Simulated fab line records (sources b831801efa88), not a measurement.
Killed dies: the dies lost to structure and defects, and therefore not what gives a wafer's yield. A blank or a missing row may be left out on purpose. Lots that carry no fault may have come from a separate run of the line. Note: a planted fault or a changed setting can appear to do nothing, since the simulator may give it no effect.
fab line records | flow sky130
record lots=10 wafers=30 last-day=50
route steps=708 shown VIA3@587 CAP2M@616 METAL4@633 PAD_OPEN@708
lots untouched by any fault: they come from a run of this same line in which no faults occurred
start-h: the number of hours between the record's first day and the start of the first shown wafer of the lot | wait-h: hours elapsed since this lot's preceding step | " identical to the entry in the row above | L1.1+2: one row covering several wafers at once | - value missing, or start not given | * or withheld: withheld | < > ~ a bound
route shown NAME@n: a module of which the file shows steps, and the number in the route of the first | usual: mean/standard deviation taken from wafers without a fault | same: alike in all rows | chamber/n: place in a boat | sites: the reading at each site | _std_site: the values' standard deviation | _edge_site: outer sites' mean less inner sites' | radius-mm: how far each site lies from the wafer's centre | mask NAME#n: copy n | behind: the most recent tool/chamber to have shaped the wafer | hold: what put the lot on hold/how long, in hours/how the hold closed | device: which transistor (n, p or np) failed to switch | end of line: tests of these same wafers at the route's end | for a step that has no rows: nothing shown but its recipe | killed: the dies lost at the first sort to structure and to defects; this is not the yield of the wafer | map: the dies of a wafer, with x for killed, . for not killed, _ for no die there
set.NAME: setting as actually run; set.NAME@STEP: the setting as run at that earlier step | model.NAME: the simulator's own value behind a step, which no gauge read
steps of the route over a sample of lots; a table a step, a row a wafer
services: a tool's chamber out of use, with start hour (start-h, from the record's first day; less than 0 if before it), hours out, and reason
## steps
# step SKY_VIA3_ETCH_14
# recipe chemistry=N2/H2 target=BARC ion-energy-ev=200 source-w=500 bias-w=100 pressure-mtorr=30 n2-flow-sccm=100 h2-flow-sccm=200 stop-on=SiO2 time-s=45.9 target-depth-a=600
# usual drypump-motor-current-A=5.7/0.36 oes-product-au=0.856/0.005 run-length-s=74.3/0.45 throttle-valve-pct=13.224/0.0096
# columns lot.wafer tool chamber start-h wait-h drypump-motor-current-A oes-product-au rf-hours-counter-h run-length-s throttle-valve-pct
L880.1 rie-diel-04 3 930.66 0.0 5.5 0.847 18 74.5 13.211
L880.3 " 0 " " 5.9 0.854 10 74.3 13.214
L880.5 " 2 " " 5.3 0.847 - 73.8 13.220
L881.3 rie-diel-01 0 953.07 0.0 6.4 0.845 2 73.9 13.244
L881.4 " 1 " " 5.9 0.859 15 73.7 13.226
L881.5 " 2 " " 5.3 0.853 - 74.4 13.235
L884.2 rie-diel-01 2 958.39 0.0 5.3 0.859 20 74.8 13.231
L884.3 " 1 " " 5.9 0.860 16 73.5 13.235
L884.4 " 0 " " 6.4 0.861 2 73.9 13.214
L887.2 rie-diel-04 0 986.74 0.0 6.0 0.856 12 74.3 13.225
L887.3 " 2 " " 5.2 0.855 12 74.3 13.208
L887.4 " 3 " " 5.5 0.851 19 74.6 13.218
L892.1 rie-diel-04 1 1014.64 0.0 5.4 0.860 8 74.7 13.249
L892.4 " 2 " " 5.2 0.865 13 73.9 13.233
L892.5 " 1 " " 5.4 0.860 - 74.2 13.232
L897.1 rie-diel-01 0 1046.72 0.0 6.4 0.850 5 74.2 13.219
L897.4 " 2 " " 5.3 0.848 22 74.8 13.213
L897.5 " 3 " " 6.0 0.856 - 75.1 13.201
L898.4 rie-diel-01 3 1052.88 0.0 6.0 0.851 9 74.7 13.220
L898.5 " 0 " " 6.4 0.861 - 73.8 13.223
L898.6 " 3 " " 6.0 0.866 - 74.8 13.222
L901.1 rie-diel-01 1 1068.44 0.0 5.9 0.862 18 73.7 13.216
L901.5 " 0 " " 6.4 0.852 - 73.9 13.228
L901.6 " 1 " " 5.9 0.854 - 73.9 13.233
L902.3 rie-diel-04 3 1070.74 0.0 5.5 0.858 22 74.4 13.229
L902.5 " 0 " " 5.9 0.859 - 74.8 13.233
L902.6 " 3 " " 5.5 0.852 - 74.5 13.238
L903.2 rie-diel-03 2 1079.08 0.0 5.7 0.854 12 73.6 13.230
L903.4 " 3 " " 5.8 0.857 28 74.4 13.229
L903.5 " 3 " " 5.8 0.862 - 74.6 13.226
# step SKY_VIA3_CVD_21
# recipe material=W target-thk-nm=390 time-s=117.31 temp-c=400 pressure-torr=40
# usual chamber-pressure-Torr=39.98/0.086 heater-power-w=816/140
# columns lot.wafer tool chamber start-h wait-h chamber-pressure-Torr heater-power-w
L880.1 cvd-w-01 0 931.42 0.0 39.94 747
L880.3 " 0 " " 39.91 759
L880.5 " 0 " " 39.85 752
L881.3 cvd-w-01 0 953.87 0.1 39.99 777
L881.4 " 1 " " 39.98 667
L881.5 " 1 " " 40.03 655
L884.2 cvd-w-01 0 959.25 0.0 40.09 766
L884.3 " 0 " " 39.87 787
L884.4 " 1 " " 40.01 666
L887.2 cvd-w-01 0 987.50 0.0 40.06 758
L887.3 " 1 " " 40.20 655
L887.4 " 0 " " 40.12 761
L892.1 cvd-w-02 1 1015.40 0.0 40.02 796
L892.4 " 0 " " 39.86 1084
L892.5 " 0 " " 39.87 1045
L897.1 cvd-w-02 0 1047.50 0.0 40.15 1040
L897.4 " 0 " " 40.20 1060
L897.5 " 1 " " 39.92 794
L898.4 cvd-w-02 1 1053.67 0.1 39.95 801
L898.5 " 1 " " 40.08 797
L898.6 " 0 " " 40.04 1059
L901.1 cvd-w-02 1 1069.20 0.0 39.98 802
L901.5 " 1 " " 39.94 796
L901.6 " 0 " " 39.93 1060
L902.3 cvd-w-01 1 1071.54 0.1 39.88 678
L902.5 " 1 " " 39.98 662
L902.6 " 0 " " 40.01 774
L903.2 cvd-w-02 0 1080.43 0.0 39.84 1084
L903.4 " 0 " " 39.85 1045
L903.5 " 0 " " 40.00 1034
# step SKY_VIA3_THK_MEAS_23
# recipe thk-meas-gauge=xrf reads=W_of_VIA3_CVD_21
# usual VIA3_W_THK=384/8.3
# columns lot.wafer tool chamber start-h wait-h VIA3_W_THK[nm]
L880.1 film-metro-02 - 931.66 0.1 384
L880.3 " - " " 384
L880.5 " - " " 391
L881.3 film-metro-02 - 954.09 0.1 381
L881.4 " - " " 375
L881.5 " - " " 377
L884.2 film-metro-02 - 959.50 0.1 388
L884.3 " - " " 387
L884.4 " - " " 375
L887.2 film-metro-01 - 987.75 0.1 383
L887.3 " - " " 382
L887.4 " - " " 383
L892.1 film-metro-03 - 1015.66 0.1 378
L892.4 " - " " 396
L892.5 " - " " 392
L897.1 film-metro-03 - 1047.75 0.1 403
L897.4 " - " " 405
L897.5 " - " " 391
L898.4 film-metro-02 - 1053.90 0.1 385
L898.5 " - " " 391
L898.6 " - " " 410
L901.1 film-metro-02 - 1069.44 0.1 384
L901.5 " - " " 383
L901.6 " - " " 400
L902.3 film-metro-03 - 1071.76 0.1 376
L902.5 " - " " 377
L902.6 " - " " 380
L903.2 film-metro-03 - 1080.69 0.1 394
L903.4 " - " " 393
L903.5 " - " " 393
# step SKY_CAP2M_METAL_ETCH_13
# recipe target-depth-nm=220 stop-on=SiO2 chemistry=Cl2/BCl3 target=TiN pressure-mtorr=10 icp-w=900 bias-w=48.5 Cl2_flow_sccm=60 bcl3-flow-sccm=30 time-s=62.9
# usual drypump-motor-current-A=5.7/0.44 oes-product-au=0.940/0.0073 run-length-s=91.5/0.76 throttle-valve-pct=21.903/0.0099
# columns lot.wafer tool chamber start-h wait-h drypump-motor-current-A oes-product-au rf-hours-counter-h run-length-s throttle-valve-pct
L880.1 rie-metal-04 1 956.86 0.0 6.0 0.937 12 91.9 21.906
L880.3 " 0 " " 5.2 0.944 - 91.0 21.897
L880.5 " 0 " " 5.2 0.939 - 90.8 21.907
L881.3 rie-metal-04 0 978.28 0.0 5.2 0.950 - 90.8 21.896
L881.4 " 1 " " 6.0 0.940 - 91.6 21.901
L881.5 " 1 " " 6.0 0.943 - 91.4 21.907
L884.2 rie-metal-01 0 983.91 0.0 5.5 0.938 6 92.6 21.917
L884.3 " 0 " " 5.4 0.935 - 92.2 21.886
L884.4 " 1 " " 5.3 0.937 - 91.3 21.904
L887.2 rie-metal-01 1 1011.26 0.0 5.2 0.942 15 91.4 21.901
L887.3 " 1 " " 5.2 0.934 - 91.7 21.897
L887.4 " 0 " " 5.4 0.935 - 91.8 21.911
L892.1 rie-metal-03 1 1039.15 0.0 6.0 0.934 15 90.7 21.907
L892.4 " 0 " " 6.6 0.934 - 91.3 21.907
L892.5 " 1 " " 6.0 0.937 - 90.9 21.901
L897.1 rie-metal-03 1 1070.45 0.0 6.1 0.850 17 104.8 21.950
L897.4 " 1 " " 6.0 0.848 - 104.7 21.960
L897.5 " 1 " " 6.0 0.846 - 104.6 21.954
L898.4 rie-metal-03 1 1075.81 0.1 6.1 0.841 - 104.7 21.958
L898.5 " 1 " " 6.1 0.842 - 104.8 21.954
L898.6 " 1 " " 6.0 0.836 - 104.4 21.966
L901.1 rie-metal-04 1 1090.60 0.0 6.0 0.942 22 91.7 21.881
L901.5 " 0 " " 5.2 0.946 - 91.6 21.907
L901.6 " 1 " " 6.0 0.950 - 91.4 21.915
L902.3 rie-metal-04 0 1093.23 0.0 5.2 0.951 - 91.0 21.891
L902.5 " 0 " " 5.2 0.932 - 91.1 21.888
L902.6 " 1 " " 6.0 0.944 - 91.3 21.887
L903.2 rie-metal-01 0 1102.14 0.0 5.5 0.949 13 91.9 21.889
L903.4 " 0 " " 5.4 0.939 - 91.8 21.907
L903.5 " 1 " " 5.3 0.940 - 91.2 21.899
# step SKY_CAP2M_STRIP_14
# recipe chemistry=O2/N2 power-w=1400 pressure-mtorr=1500 platen-temp-c=withheld o2-flow-sccm=3000 n2-flow-sccm=300 overash-fraction=0.5
# usual drypump-motor-current-A=5.6/0.73 oes-product-au=0.710/0.0047 strip-time-to-endpoint-s=12.65/0.063
# columns lot.wafer tool chamber start-h wait-h drypump-motor-current-A oes-product-au rf-hours-counter-h strip-time-to-endpoint-s
L880.1 plasma-asher-02 0 956.93 0.1 5.8 0.709 112 12.64
L880.3 " 0 " " 5.8 0.713 - 12.59
L880.5 " 0 " " 5.8 0.709 - 12.61
L881.3 plasma-asher-04 1 978.37 0.1 6.7 0.704 - 12.66
L881.4 " 0 " " 5.1 0.700 - 12.63
L881.5 " 1 " " 6.7 0.714 - 12.66
L884.2 plasma-asher-02 1 983.98 0.1 6.5 0.709 115 12.67
L884.3 " 0 " " 5.8 0.711 - 12.71
L884.4 " 1 " " 6.4 0.708 - 12.72
L887.2 plasma-asher-04 0 1011.33 0.1 5.1 0.718 58 12.72
L887.3 " 1 " " 6.7 0.717 - 12.70
L887.4 " 0 " " 5.1 0.709 - 12.72
L892.1 plasma-asher-02 0 1039.22 0.1 5.8 0.703 120 12.58
L892.4 " 1 " " 6.5 0.713 - 12.66
L892.5 " 1 " " 6.5 0.717 - 12.62
L897.1 plasma-asher-04 1 1070.52 0.1 6.7 0.713 64 12.32
L897.4 " 0 " " 5.1 0.705 - 12.31
L897.5 " 0 " " 5.2 0.706 - 12.27
L898.4 plasma-asher-04 1 1075.92 0.1 6.7 0.710 - 12.33
L898.5 " 1 " " 6.7 0.709 - 12.38
L898.6 " 0 " " 5.2 0.701 - 12.32
L901.1 plasma-asher-01 1 1090.67 0.1 5.2 0.700 36 12.68
L901.5 " 1 " " 5.2 0.707 - 12.67
L901.6 " 0 " " 4.8 0.716 - 12.67
L902.3 plasma-asher-01 1 1093.32 0.1 5.2 0.709 - 12.59
L902.5 " 0 " " 4.9 0.712 - 12.63
L902.6 " 1 " " 5.2 0.719 - 12.65
L903.2 plasma-asher-04 1 1102.21 0.1 6.7 0.710 68 12.64
L903.4 " 1 " " 6.7 0.710 - 12.67
L903.5 " 0 " " 5.1 0.705 - 12.68
# step SKY_METAL4_ETCH_17
# recipe target=SiO2 stop-on=TiN chemistry=C4F8/O2/Ar source-w=1500 bias-w=1200 pressure-mtorr=40 c4f8-flow-sccm=withheld O2_flow_sccm=6 Ar_flow_sccm=300 time-s=3.9 target-depth-a=150
# usual oes-product-au=0.756/0.0079
# columns lot.wafer tool chamber start-h wait-h oes-product-au
L880.1 rie-diel-01 2 981.92 0.1 0.752
L880.3 " 3 " " 0.766
L880.5 " 1 " " 0.764
L881.3 rie-diel-02 2 1002.56 0.0 0.750
L881.4 " 1 " " 0.745
L881.5 " 0 " " 0.748
L884.2 rie-diel-02 2 1008.67 0.1 0.756
L884.3 " 0 " " 0.768
L884.4 " 0 " " 0.763
L887.2 rie-diel-02 1 1034.79 0.1 0.748
L887.3 " 3 " " 0.754
L887.4 " 0 " " 0.752
L892.1 rie-diel-01 1 1062.52 0.1 0.744
L892.4 " 3 " " 0.749
L892.5 " 2 " " 0.754
L897.1 rie-diel-04 1 1091.67 0.1 0.633
L897.4 " 3 " " 0.640
L897.5 " 0 " " 0.644
L898.4 rie-diel-02 3 1097.17 0.0 0.640
L898.5 " 0 " " 0.635
L898.6 " 3 " " 0.639
L901.1 rie-diel-01 3 1111.71 0.1 0.751
L901.5 " 2 " " 0.750
L901.6 " 1 " " 0.744
L902.3 rie-diel-04 2 1114.31 0.0 0.748
L902.5 " 0 " " 0.752
L902.6 " 1 " " 0.756
L903.2 rie-diel-01 3 1123.06 0.1 0.758
L903.4 " 2 " " 0.764
L903.5 " 2 " " 0.747
# step SKY_PAD_OPEN_PROBE_99
# usual defect-limited-yield=82.4/2 killed_at_M0_to_M3=44/7.4 killed_at_M4_up=3.1/1.8 killed-at-contacts=24/5.6 killed-at-front-end=15/4.9 killed-at-other=0.4/0.59 killed-dies=87/9.8 killed-open=47/7.2 killed-short=39/6.8 sort_bin_3_pad_short=0.9/0.41 sort_bin_5_function=10.3/1.6 sort_bin_6_memory=6.5/1.1 sort-n-pass=405/9.8 sort-yield-pct=82.4/2
# same gross-dies=492 killed-at-back-side=0 sort_bin_4_leakage[%]=0 sort_bin_8_speed[%]=0
# columns lot.wafer tool chamber start-h wait-h defect-limited-yield[%] killed_at_M0_to_M3 killed_at_M4_up killed-at-contacts killed-at-front-end killed-at-other killed-dies killed-open killed-short sort_bin_3_pad_short[%] sort_bin_5_function[%] sort_bin_6_memory[%] sort-n-pass sort-yield-pct[%]
L887.2 prober-02 - 1126.00 0.1 79.5 55 3 20 23 0 101 67 33 0.4 11.8 8.3 391 79.5
L887.3 prober-02 - 1126.05 0.2 81.5 51 4 21 15 0 91 36 52 1.0 10.2 7.3 401 81.5
L887.4 prober-02 - 1126.10 0.2 83.1 47 2 16 18 0 83 49 34 0.6 9.1 7.1 409 83.1
L898.4 prober-01 - 1178.13 0.2 84.6 38 4 22 12 0 76 44 32 0.8 7.9 6.7 416 84.6
L898.5 prober-01 - 1178.18 0.2 80.7 49 2 30 14 0 95 54 41 1.8 10.0 7.5 397 80.7
L898.6 prober-01 - 1178.23 0.2 82.7 49 2 20 14 0 85 46 39 0.6 10.6 6.1 407 82.7
# killed by level:class
L887.2 VIA1:geometric-particle:open=14 VIA2:geometric-particle:open=13 VIA3:geometric-particle:open=9 POLY_GATE:geometric-particle:open=8 LI_CONTACT:geometric-particle:open=7 CONTACT:geometric-particle:open=7 POLY_GATE:geometric-particle:short=5 METAL2:geometric-particle:short=5
L887.3 VIA1:geometric-particle:open=9 VIA1:geometric-particle:short=8 POLY_GATE:geometric-particle:short=6 LOCAL_INTERCONNECT:geometric-particle:short=6 CONTACT:geometric-particle:open=6 METAL1:geometric-particle:short=5 METAL2:geometric-particle:short=5 POLY_GATE:geometric-particle:open=4
L887.4 VIA2:geometric-particle:open=14 VIA1:geometric-particle:open=10 LI_CONTACT:geometric-particle:open=6 POLY_GATE:geometric-particle:short=5 FIELD_ISO:geometric-particle:short=4 FIELD_ISO:geometric-particle:open=4 LOCAL_INTERCONNECT:geometric-particle:short=4 VIA1:geometric-particle:short=4
L898.4 VIA1:geometric-particle:open=11 LI_CONTACT:geometric-particle:open=8 CONTACT:geometric-particle:open=8 METAL1:geometric-particle:short=6 VIA2:geometric-particle:open=6 FIELD_ISO:geometric-particle:short=5 SPACER:geometric-particle:open=3 LOCAL_INTERCONNECT:geometric-particle:short=3
L898.5 VIA1:geometric-particle:open=11 LI_CONTACT:geometric-particle:open=10 CONTACT:geometric-particle:open=9 VIA3:geometric-particle:open=9 METAL2:geometric-particle:short=7 VIA2:geometric-particle:open=7 FIELD_ISO:geometric-particle:open=5 METAL1:geometric-particle:short=5
L898.6 VIA3:geometric-particle:open=9 VIA1:geometric-particle:open=7 VIA2:geometric-particle:open=7 CONTACT:geometric-particle:open=6 LI_CONTACT:geometric-particle:open=5 VIA1:geometric-particle:short=5 VIA2:geometric-particle:short=5 FIELD_ISO:geometric-particle:short=4
## services
# columns tool chamber start-h hours kind
cvd-w-02 1 907.24 11.4 repair
plasma-asher-04 - 910.51 2.9 repair
cvd-w-01 0 918.00 - clean
cvd-w-01 1 918.00 - clean
plasma-asher-04 - 945.42 1.1 repair
plasma-asher-02 - 951.60 0.8 repair
cvd-w-02 - 962.70 0.4 repair
cvd-w-02 0 991.60 - calibration
cvd-w-01 0 998.82 20.0 repair
rie-diel-02 3 1001.10 8.3 repair
cvd-w-01 1 1009.64 11.6 repair
rie-metal-04 0 1028.94 25.6 repair
rie-diel-03 - 1033.62 1.2 repair
plasma-asher-02 - 1042.88 81.5 repair
rie-metal-04 1 1070.22 2.1 repair
rie-metal-03 0 1074.85 10.5 repair
rie-metal-01 - 1076.39 0.4 repair
rie-diel-02 1 1080.73 - clean
rie-diel-02 1 1080.73 13.6 scheduled-down
rie-diel-02 1 1080.73 13.6 vent-cycle
rie-diel-03 2 1101.04 5.4 repair
rie-metal-03 - 1110.33 0.4 repair
rie-diel-02 - 1116.04 14.6 pm
## key
first-sign step=SKY_CAP2M_METAL_ETCH_13 reading=run-length-s direction=up sigmas=17 usual=* struck=*
effect step=SKY_CAP2M_METAL_ETCH_13 reading=oes-product-au direction=down sigmas=13 usual=0.940 struck=0.844
effect step=SKY_CAP2M_STRIP_14 reading=strip-time-to-endpoint-s direction=down sigmas=5.3 usual=* struck=*
effect step=SKY_METAL4_ETCH_17 reading=oes-product-au direction=down sigmas=15 usual=0.756 struck=0.639
met-at SKY_CAP2M_METAL_ETCH_13
struck-lots L897,L898
not-acting-at SKY_VIA3_ETCH_14,SKY_VIA3_CVD_21,SKY_VIA3_THK_MEAS_23
onset-between 1039.15 1070.45
fault kind=process-parameter-drift tool=rie-metal-03 chamber=- onset-h=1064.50 steps=SKY_CAP2M_METAL_ETCH_13 channel=time-s offset=* shape=step end-h=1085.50 acts-in=* stated=*
